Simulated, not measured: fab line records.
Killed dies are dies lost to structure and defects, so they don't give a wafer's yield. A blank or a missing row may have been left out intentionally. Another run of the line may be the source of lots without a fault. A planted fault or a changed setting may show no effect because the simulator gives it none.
Which of the tools did it? ; flow gf180mcu ; 36 wafers from 12 lots sampled at 7 of the route's 602 steps

WHAT EACH GAUGE READ, for each wafer
GF_STI_THK_MEAS_24. Usual: STI_CVD_23_THK gives 648 nm (standard deviation 6.1).
lot;measured;on;STI_CVD_23_THK (nm);flag
L446;day 2 03:27;film metro-03;645 643 647;
L448;day 2 17:14;film metro-03;656 647 650;
L451;day 3 06:32;film metro-02;646 649 658;
L452;day 3 09:48;film metro-01;651 660 651;
L453;day 3 15:39;film metro-03;643 653 650;
L460;day 5 03:19;film metro-03;655 662 646;
L462;day 5 13:17;film metro-02;638 654 645;
L463;day 5 19:08;film metro-01;649 652 641;
L465;day 6 05:32;film metro-02;633 644 647;
L466;day 6 10:35;film metro-03;650 642 643;
L467;day 6 17:48;film metro-02;648 652 650;
L468;day 6 23:02;film metro-02;653 649 656;

GF_MVSD_OVL_MEAS_07. Usual: MVSD_OVL gives 0.7 nm (standard deviation 1.8).
lot;measured;on;MVSD_OVL (nm);flag
L446;day 4 16:46;overlay-02;3.1 1.9 0.2;
L448;day 5 00:35;overlay-02;1.2 4.1 0.9;
L451;day 5 16:26;overlay-02;0.0 -0.1 0.1;
L452;day 5 22:58;overlay-02;0.1 -2.1 -0.7;
L453;day 6 02:24;overlay-01;-0.9 -1.5 -0.1;
L460;day 7 19:19;overlay-01;0.6 1.7 3.3;
L462;day 8 07:06;overlay-01;1.6 -0.4 0.6;
L463;day 8 13:59;overlay-01;-0.2 -0.5 0.0;
L465;day 9 01:35;overlay-02;0.7 -1.0 -1.0;
L466;day 9 04:02;overlay-01;-0.6 -1.5 0.3;
L467;day 9 16:02;overlay-01;0.3 3.0 -0.3;
L468;day 9 20:34;overlay-01;0.0 -1.0 0.2;

GF_HV_LDD_CD_MEAS_19 targets a cd of 400 nm. Usual: 395.1 nm for cd nm, sd 2.3.
lot;measured;on;cd nm (nm);flag
L446;day 11 02:05;cd sem-01;391.0 390.1 390.9;
L448;day 11 13:22;cd sem-01;396.6 397.1 398.2;
L451;day 12 10:15;cd sem-02;- - -;OFF
L452;day 12 15:46;cd sem-02;- - -;OFF
L453;day 12 18:59;cd sem-02;- - -;OFF
L460;day 15 03:46;cd sem-01;397.0 398.7 397.2;
L462;day 15 19:05;cd sem-01;395.5 393.7 395.6;
L463;day 16 08:53;cd sem-02;399.8 399.7 398.9;
L465;day 16 19:01;cd sem-02;395.2 393.4 393.7;
L466;day 16 23:58;cd sem-02;398.6 398.5 400.5;
L467;day 17 16:38;cd sem-02;394.5 395.2 396.3;
L468;day 17 19:53;cd sem-01;391.2 391.6 392.3;

GF_HV_LDD_TW_MEAS_38. Usual: HV_LDD_3_TW gives 1436 (standard deviation 7.2).
lot;measured;on;HV_LDD_3_TW;flag
L446;day 11 21:38;film metro-03;1437 1454 1453;
L448;day 12 09:33;film metro-04;1426 1431 1430;
L451;day 13 07:05;film metro-04;1598 1593 1592;OFF
L452;day 13 12:10;film metro-04;1585 1595 1587;OFF
L453;day 13 16:38;film metro-03;1595 1598 1592;OFF
L460;day 16 02:35;film metro-04;1426 1438 1440;
L462;day 16 18:15;film metro-03;1435 1438 1437;
L463;day 17 08:49;film metro-01;1425 1428 1428;
L465;day 17 19:28;film metro-04;1438 1431 1441;
L466;day 18 00:25;film metro-04;1435 1433 1432;
L467;day 18 17:31;film metro-04;1440 1438 1432;
L468;day 18 20:51;film metro-04;1427 1437 1442;

GF_HV_LDD_TW_MEAS_50. Usual: HV_LDD_4_TW gives 569 (standard deviation 3.2).
lot;measured;on;HV_LDD_4_TW;flag
L446;day 12 17:05;film metro-04;569 568 567;
L448;day 13 05:57;film metro-01;570 567 566;
L451;day 14 03:38;film metro-03;1106 1107 1102;OFF
L452;day 14 08:34;film metro-03;1105 1112 1114;OFF
L453;day 14 13:23;film metro-03;1104 1111 1109;OFF
L460;day 17 00:56;film metro-04;569 569 570;
L462;day 17 17:44;film metro-03;571 570 569;
L463;day 18 08:05;film metro-01;562 566 568;
L465;day 18 19:23;film metro-03;573 573 570;
L466;day 19 00:43;film metro-04;568 572 571;
L467;day 19 18:17;film metro-01;560 562 564;
L468;day 19 21:24;film metro-01;566 563 562;

WHAT TOOL EACH LOT RAN ON (gives the tool, then ch and the chambers of the sampled wafers, and finally the start)
lot;GF_HV_LDD_STRIP_10;GF_HV_LDD_COAT_14
L446;plasma asher-03 ch 0,1, day 10 07:24;litho track-04 ch 0, day 10 16:11
L448;plasma asher-03 ch 0,1, day 10 18:49;litho track-02 ch 0, day 11 03:58
L451;plasma asher-03 ch 0,1, day 11 14:54;litho track-04, day 12 00:22
L452;plasma asher-01 ch 0,1, day 11 20:46;litho track-02, day 12 05:49
L453;plasma asher-03 ch 0,1, day 12 00:03;litho track-04, day 12 09:02
L460;plasma asher-01 ch 0,1, day 14 06:52;litho track-04 ch 0, day 14 17:16
L462;plasma asher-03 ch 0,1, day 14 21:49;litho track-02 ch 0, day 15 08:11
L463;plasma asher-01 ch 0,1, day 15 11:04;litho track-04 ch 0, day 15 21:22
L465;plasma asher-02 ch 0,1, day 15 21:22;litho track-04 ch 0, day 16 08:04
L466;plasma asher-03 ch 0,1, day 16 01:43;litho track-04 ch 0, day 16 12:43
L467;plasma asher-01 ch 0,1, day 16 17:26;litho track-03 ch 0, day 17 04:20
L468;plasma asher-02 ch 0, day 16 21:25;litho track-03 ch 0, day 17 08:25
- GF_HV_LDD_STRIP_10: strips in O2/N2.
- GF_HV_LDD_COAT_14: resist thk 1000 nm.

AS READ BY THE TOOLS THEMSELVES (means over the sampled wafers that have a number; for cases with no such wafer, the mark the record gives instead)
GF_HV_LDD_STRIP_10. Usual: drypump motor current A 5.1 A, standard deviation 0.52; heater power w 333 W, standard deviation 34; oes product au 0.716 a.u., standard deviation 0.0048; platen temp c 249.98 C, standard deviation 0.18; strip time to endpoint s 12.64 s, standard deviation 0.038.
lot;tool;drypump motor current A (A);heater power w (W);oes product au (a.u.);platen temp c (C);strip time to endpoint s (s);flag
L446;plasma asher-03;4.8;327;0.721;250.18;12.59;
L448;plasma asher-03;4.8;306;0.710;249.75;12.65;
L451;plasma asher-03;4.8;304;0.717;250.05;12.68;
L452;plasma asher-01;5.3;337;0.712;250.23;12.61;
L453;plasma asher-03;4.8;332;0.718;249.98;12.66;
L460;plasma asher-01;5.3;331;0.718;249.99;12.70;
L462;plasma asher-03;4.8;329;0.720;249.94;12.72;
L463;plasma asher-01;5.4;347;0.714;250.12;12.61;
L465;plasma asher-02;5.2;357;0.715;250.06;12.61;
L466;plasma asher-03;4.8;308;0.717;250.08;12.65;
L467;plasma asher-01;5.3;337;0.719;249.93;12.58;
L468;plasma asher-02;4.7;381;0.718;249.79;12.64;

GF_HV_LDD_COAT_14. Usual: chill plate temp C 23.02 C, standard deviation 0.1; dispense pressure kPa 51 kPa, standard deviation 4.2.
lot;tool;chill plate temp C (C);dispense pressure kPa (kPa);flag
L446;litho track-04;23.01;46;
L448;litho track-02;23.05;55;
L451;litho track-04;-;-;OFF
L452;litho track-02;-;-;OFF
L453;litho track-04;-;-;OFF
L460;litho track-04;23.02;46;
L462;litho track-02;23.00;54;
L463;litho track-04;23.11;46;
L465;litho track-04;22.99;46;
L466;litho track-04;23.11;46;
L467;litho track-03;23.00;54;
L468;litho track-03;22.98;54;

THE ANSWER, worked out from the rows above alone
Rule: lot off if the mean of its wafers having a number is beyond 3 standard deviations from the usual mean. A lot without any number at a reading at which 4 lots or more have one is off too. All remaining lots with rows at the step are treated as sound. First the gauges in route order, then the tools' own readings, where a lot's mean is used as printed above. At the first step where some lot is off, the reading lying furthest off is the one used; lots without a number count as furthest.
Off at GF_HV_LDD_CD_MEAS_19 (cd nm): L451, L452, L453. Without a number there: L451, L452, L453.
If a tool, at a process step before that reading, ran all the lots that are off and no sound lot after the first of them, it fits. The gauges at GF_HV_LDD_CD_MEAS_19 aren't tried: what is off there is off at GF_HV_LDD_TW_MEAS_38 too, on other tools, and a gauge's error can't cause that. Not one of the candidates tried fits.

WHAT WAS PUT IN BY THE SIMULATOR
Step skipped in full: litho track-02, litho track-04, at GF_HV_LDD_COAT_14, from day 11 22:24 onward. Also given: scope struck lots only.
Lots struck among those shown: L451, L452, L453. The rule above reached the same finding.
